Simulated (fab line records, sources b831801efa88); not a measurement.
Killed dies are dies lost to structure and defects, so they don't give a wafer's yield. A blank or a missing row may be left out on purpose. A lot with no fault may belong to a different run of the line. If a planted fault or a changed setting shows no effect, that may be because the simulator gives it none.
Which tool was responsible? -- flow gf180mcu -- 24 lots with 72 wafers sampled at 5 steps, on a route of 602 steps

WHAT EACH GAUGE READ, for each wafer
GF_CONTACT_THK_MEAS_26: measures by xrf. Usual: CONTACT_W_THK gives 296 nm (standard deviation 3.7).
lot,measured,on,CONTACT_W_THK (nm),flag
L075,day 16 12:44,film metro-01,300 304 300,
L074,day 16 17:16,film metro-02,302 302 301,
L076,day 17 00:56,film metro-03,302 303 301,
L077,day 17 09:25,film metro-01,296 293 296,
L078,day 17 10:59,film metro-03,296 298 299,
L079,day 17 22:41,film metro-02,294 291 300,
L080,day 18 04:45,film metro-02,300 297 298,
L081,day 18 15:07,film metro-02,298 294 299,
L082,day 18 22:39,film metro-03,294 296 295,
L083,day 19 07:18,film metro-01,294 293 297,
L084,day 19 15:53,film metro-01,296 290 296,
L085,day 20 00:46,film metro-01,296 295 302,
L086,day 20 01:06,film metro-03,294 288 294,
L087,day 21 02:30,film metro-03,300 293 298,
L088,day 21 08:26,film metro-02,294 293 290,
L089,day 21 16:34,film metro-03,300 300 298,
L090,day 22 00:32,film metro-02,294 297 291,
L091,day 23 00:36,film metro-01,292 300 291,
L092,day 23 11:05,film metro-02,294 290 291,
L093,day 23 11:26,film metro-01,297 292 294,
L095,day 23 23:38,film metro-03,302 300 298,
L094,day 24 06:17,film metro-02,294 296 294,
L096,day 24 13:02,film metro-01,297 300 293,
L097,day 24 18:50,film metro-02,299 293 292,

GF_V3_OVL_MEAS_15. Usual: V3_OVL gives -6 nm (standard deviation 4.9).
lot,measured,on,V3_OVL (nm),flag
L075,day 22 14:55,overlay-02,0 -9 -8,
L074,day 22 20:04,overlay-01,-8 -10 2,
L076,day 23 05:04,overlay-01,-16 -9 -4,
L077,day 23 12:58,overlay-01,-12 -9 -12,
L078,day 23 14:40,overlay-02,2 -9 -8,
L079,day 24 02:09,overlay-02,2 1 0,
L080,day 24 08:51,overlay-01,-11 -7 -12,
L081,day 24 19:01,overlay-02,-11 -8 -12,
L082,day 25 03:04,overlay-01,-6 -11 -9,
L083,day 25 09:53,overlay-01,0 2 -4,
L084,day 25 16:44,overlay-01,-2 -2 -3,
L085,day 26 02:26,overlay-02,-5 -5 -3,
L086,day 26 02:47,overlay-02,-4 -2 -6,
L087,day 27 02:21,overlay-01,-8 -12 -8,
L088,day 27 05:42,overlay-01,-5 -7 -1,
L089,day 27 11:25,overlay-01,-16 -7 -13,
L090,day 27 16:55,overlay-02,-7 -10 -5,
L091,day 28 16:10,overlay-02,-10 -9 -14,
L092,day 29 01:46,overlay-01,2 -4 -5,
L093,day 29 02:12,overlay-01,-13 -15 -11,
L095,day 29 10:58,overlay-01,-4 -13 -11,
L094,day 29 17:46,overlay-02,-10 -15 -6,
L096,day 29 23:09,overlay-01,-13 -10 -10,
L097,day 30 04:04,overlay-01,-1 -11 -8,

GF_V5_THK_MEAS_03. Usual: V5_CVD_02_THK gives 1452 nm (standard deviation 18).
lot,measured,on,V5_CVD_02_THK (nm),flag
L075,day 26 11:49,film metro-03,1491 1464 1462,
L074,day 26 18:01,film metro-03,1435 1430 1448,
L076,day 27 02:43,film metro-04,1443 1460 1488,
L077,day 27 08:28,film metro-04,1452 1482 1467,
L078,day 27 10:48,film metro-04,1441 1440 1446,
L079,day 27 21:08,film metro-02,1438 1470 1475,
L080,day 28 03:22,film metro-04,1469 1460 1474,
L081,day 28 12:01,film metro-03,1467 1446 1435,
L082,day 28 18:40,film metro-04,1458 1482 1476,
L083,day 29 03:28,film metro-04,1423 1482 1448,
L084,day 29 07:35,film metro-03,1463 1438 1479,
L085,day 29 16:05,film metro-03,1440 1463 1467,
L086,day 29 16:40,film metro-02,1442 1471 1466,
L087,day 30 13:44,film metro-02,1423 1460 1478,
L088,day 30 17:19,film metro-04,1425 1432 1462,
L089,day 30 20:49,film metro-04,1460 1452 1441,
L090,day 31 03:10,film metro-03,1417 1436 1461,
L091,day 31 22:05,film metro-03,1437 1460 1452,
L092,day 32 08:55,film metro-03,1430 1428 1447,
L093,day 32 08:32,film metro-02,1489 1425 1461,
L095,day 32 16:22,film metro-02,1464 1475 1470,
L094,day 32 21:43,film metro-02,1429 1467 1447,
L096,day 33 02:07,film metro-04,1431 1443 1482,
L097,day 33 06:34,film metro-02,1435 1436 1458,

WHICH TOOL RAN EACH LOT (tool, then ch and the chambers of the sampled wafers, then the start)
lot,GF_V1_SPUTTER_22,GF_MIM_SPUTTER_04
L075,"pvd sputter-02, day 18 13:22","pvd sputter-03, day 24 16:13"
L074,"pvd sputter-04, day 18 17:16","pvd sputter-01, day 24 21:58"
L076,"pvd sputter-04, day 19 01:24","pvd sputter-03, day 25 06:18"
L077,"pvd sputter-03, day 19 09:34","pvd sputter-03, day 25 13:32"
L078,"pvd sputter-02, day 19 12:28","pvd sputter-03, day 25 14:49"
L079,"pvd sputter-02, day 20 00:10","pvd sputter-02, day 26 01:22"
L080,"pvd sputter-02, day 20 05:58","pvd sputter-02, day 26 08:44"
L081,"pvd sputter-04, day 20 17:10","pvd sputter-03, day 26 18:11"
L082,"pvd sputter-04, day 21 01:44","pvd sputter-03, day 27 01:44"
L083,"pvd sputter-04, day 21 09:44","pvd sputter-01, day 27 08:58"
L084,"pvd sputter-04, day 21 17:38","pvd sputter-02, day 27 15:10"
L085,"pvd sputter-04, day 22 03:22","pvd sputter-03, day 28 00:11"
L086,"pvd sputter-02, day 22 04:08","pvd sputter-01, day 28 00:53"
L087,"pvd sputter-04, day 23 04:44","pvd sputter-01, day 28 23:02"
L088,"pvd sputter-03, day 23 10:20","pvd sputter-01, day 29 01:40"
L089,"pvd sputter-03, day 23 16:25","pvd sputter-03, day 29 07:37"
L090,"pvd sputter-03, day 24 00:26","pvd sputter-03, day 29 12:57"
L091,"pvd sputter-04, day 25 00:14","pvd sputter-03, day 30 10:29"
L092,"pvd sputter-02, day 25 10:00","pvd sputter-02, day 30 20:35"
L093,"pvd sputter-04, day 25 10:17","pvd sputter-03, day 30 19:50"
L095,"pvd sputter-03, day 25 21:20","pvd sputter-01, day 31 04:43"
L094,"pvd sputter-02, day 26 04:56","pvd sputter-03, day 31 11:01"
L096,"pvd sputter-03, day 26 09:52","pvd sputter-02, day 31 15:11"
L097,"pvd sputter-03, day 26 16:44","pvd sputter-03, day 31 20:43"
- GF_V1_SPUTTER_22: material TiN, target thk 10 nm, time 40 s.
- GF_MIM_SPUTTER_04: material TiN, target thk 50 nm, time 41.7 s.

AS READ BY THE TOOLS THEMSELVES (means over the sampled wafers that have a number; for cases with no such wafer, the mark the record gives instead)
GF_V1_SPUTTER_22. Usual: throttle valve pct 29.5 %, standard deviation 1.
lot,tool,throttle valve pct (%),flag
L075,pvd sputter-02,29.6,
L074,pvd sputter-04,29.8,
L076,pvd sputter-04,28.9,
L077,pvd sputter-03,28.4,
L078,pvd sputter-02,29.5,
L079,pvd sputter-02,29.5,
L080,pvd sputter-02,29.5,
L081,pvd sputter-04,29.3,
L082,pvd sputter-04,29.4,
L083,pvd sputter-04,30.1,
L084,pvd sputter-04,30.1,
L085,pvd sputter-04,28.6,
L086,pvd sputter-02,29.7,
L087,pvd sputter-04,29.4,
L088,pvd sputter-03,28.7,
L089,pvd sputter-03,30.9,
L090,pvd sputter-03,29.8,
L091,pvd sputter-04,29.4,
L092,pvd sputter-02,30.0,
L093,pvd sputter-04,29.0,
L095,pvd sputter-03,29.5,
L094,pvd sputter-02,29.8,
L096,pvd sputter-03,30.2,
L097,pvd sputter-03,30.2,

GF_MIM_SPUTTER_04. Usual: throttle valve pct 30.0 %, standard deviation 1.6.
lot,tool,throttle valve pct (%),flag
L075,pvd sputter-03,29.5,
L074,pvd sputter-01,32.8,
L076,pvd sputter-03,28.7,
L077,pvd sputter-03,29.2,
L078,pvd sputter-03,28.2,
L079,pvd sputter-02,29.3,
L080,pvd sputter-02,30.0,
L081,pvd sputter-03,28.9,
L082,pvd sputter-03,29.4,
L083,pvd sputter-01,32.1,
L084,pvd sputter-02,29.6,
L085,pvd sputter-03,29.7,
L086,pvd sputter-01,31.5,
L087,pvd sputter-01,31.9,
L088,pvd sputter-01,32.0,
L089,pvd sputter-03,28.2,
L090,pvd sputter-03,29.9,
L091,pvd sputter-03,28.8,
L092,pvd sputter-02,29.9,
L093,pvd sputter-03,30.4,
L095,pvd sputter-01,32.8,
L094,pvd sputter-03,30.3,
L096,pvd sputter-02,29.5,
L097,pvd sputter-03,30.2,

THE ANSWER, worked out from the rows above alone
Rule: take the mean of a lot's wafers that have a number; if it is more than 3 standard deviations from the usual mean, the lot is off. A lot without any number at a reading at which 4 lots or more have one is off too. Where the step has rows for the other lots, those lots are counted as sound. The gauges are gone through in route order, then the tools' own readings, and for those a lot's mean is taken as printed above. At the first step where some lot is off, the reading lying furthest off is the one used; lots without a number count as furthest.
Across all readings shown, no lot is off: no conclusion can be drawn from this.

WHAT THE SIMULATOR HAD PUT IN
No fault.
